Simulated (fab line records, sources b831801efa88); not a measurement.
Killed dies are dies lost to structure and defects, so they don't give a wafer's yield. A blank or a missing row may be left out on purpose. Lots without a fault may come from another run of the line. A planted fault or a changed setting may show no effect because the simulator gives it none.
A struck lot beside a sound one | flow sky130 | 16 steps out of a route of 708
Sound: wafers L991.3, L991.4, L991.5. Struck: wafer L102.5. (L102.2 of the same lot was not struck and is left out.) The cause comes at the end.
At each step with rows: each side's tool, then ch and its chambers, then its first start. Under that, the readings that differ: sound wafers | struck wafers | difference of the means | sigmas: that difference in standard deviations of wafers without a fault.
alike: readings whose means differ by less than 2 such deviations, and words and numbers that are the same on both sides. not compared: withheld readings, readings that some wafer has no value for, bounds like >300 that may hide the same value, and numbers for which the record gives no deviation and whose values overlap.
The two part at a step that has a row with sigmas, a row that says differs or no value, or rows on one side only. Numbers that don't overlap but have no deviation are shown without sigmas and don't part them. A reading that every wafer of one side lacks parts them only if that side has two wafers or more.

first, 1 step without rows for these wafers: SKY_POLY_CUT_DEVELOP_07 (develop time 60 s).
SKY_POLY_CUT_CD_MEAS_08: target cd 270 nm.
  sound on cd_sem-01, day 25 16:44; struck on cd_sem-01, day 29 05:49
  alike: cd_nm
SKY_POLY_CUT_OVL_MEAS_09:
  sound on overlay-01, day 25 16:49; struck on overlay-02, day 29 05:55
  alike: POLY_CUT_OVL
SKY_POLY_CUT_ETCH_10: etches BARC in N2/H2, stops on SiO2, time 45.9 s, target depth 60 nm.
  sound on rie_diel-03 ch 0,1, day 25 16:51; struck on rie_diel-04 ch 0, day 29 05:57
  alike: drypump_motor_current_A, oes_product_au, throttle_valve_pct
  not compared: rf_hours_counter_h
SKY_POLY_CUT_ETCH_11: etches Si3N4 in CF4/CH2F2/Ar, stops on poly-Si, time 42.5 s, target depth 60 nm.
  sound on rie_diel-03 ch 0,1, day 25 16:53; struck on rie_diel-04 ch 0, day 29 05:59
  reading               | sound             | struck | difference | sigmas
  oes_product_au (a.u.) | 0.820 0.823 0.831 | 0.838  | +0.013     | +2
  alike: drypump_motor_current_A, mfc_ar_sccm, throttle_valve_pct
  not compared: rf_hours_counter_h
SKY_POLY_CUT_STRIP_12: strips in O2/N2.
  sound on plasma_asher-04 ch 0,1, day 25 16:58; struck on plasma_asher-02 ch 1, day 29 06:02
  reading                     | sound       | struck | difference | sigmas
  drypump_motor_current_A (A) | 5.1 5.7 5.7 | 6.4    | +0.9       | +2
  alike: oes_product_au, strip_time_to_endpoint_s
  not compared: rf_hours_counter_h
then, 6 steps without rows for these wafers: SKY_SD_P_DEHYDRATE_00 (time 60 s); SKY_SD_P_HMDS_01 (prime time 60 s); SKY_SD_P_COAT_02 (resist thk 1140 nm); SKY_SD_P_SOFTBAKE_03 (time 60 s); SKY_SD_P_EXPOSE_04 (exposes mask PSDM, target cd 380 nm); SKY_SD_P_PEB_05.
SKY_SD_P_DEVELOP_06: develop time 60 s.
  sound on litho_track-02 ch 0, day 26 22:04; struck on litho_track-02 ch 0, day 30 09:35
SKY_SD_P_CD_MEAS_07: target cd 380 nm.
  sound on cd_sem-01, day 26 22:12; struck on cd_sem-01, day 30 10:11
  reading    | sound             | struck | difference | sigmas
  cd_nm (nm) | 378.4 380.0 380.3 | 370.5  | -9.1       | -4
  not compared: hold
SKY_SD_P_OVL_MEAS_08:
  sound on overlay-02, day 26 22:17; struck on overlay-01, day 30 12:31
  reading       | sound          | struck                   | difference                   | sigmas
  hold          | - - -          | await_dispo/2.2h/release | no value on the sound wafers |
  SD_P_OVL (nm) | -2.6 -2.7 -3.1 | 0.9                      | +3.7                         | +2
SKY_PAD_OPEN_PROBE_99:
  the record has rows for the sound wafers here (prober-01, day 47 01:00) and none for the struck ones

WHERE THEY PART
First at SKY_POLY_CUT_ETCH_11; last, within this record, at SKY_PAD_OPEN_PROBE_99.

WHY: what the simulator had put in
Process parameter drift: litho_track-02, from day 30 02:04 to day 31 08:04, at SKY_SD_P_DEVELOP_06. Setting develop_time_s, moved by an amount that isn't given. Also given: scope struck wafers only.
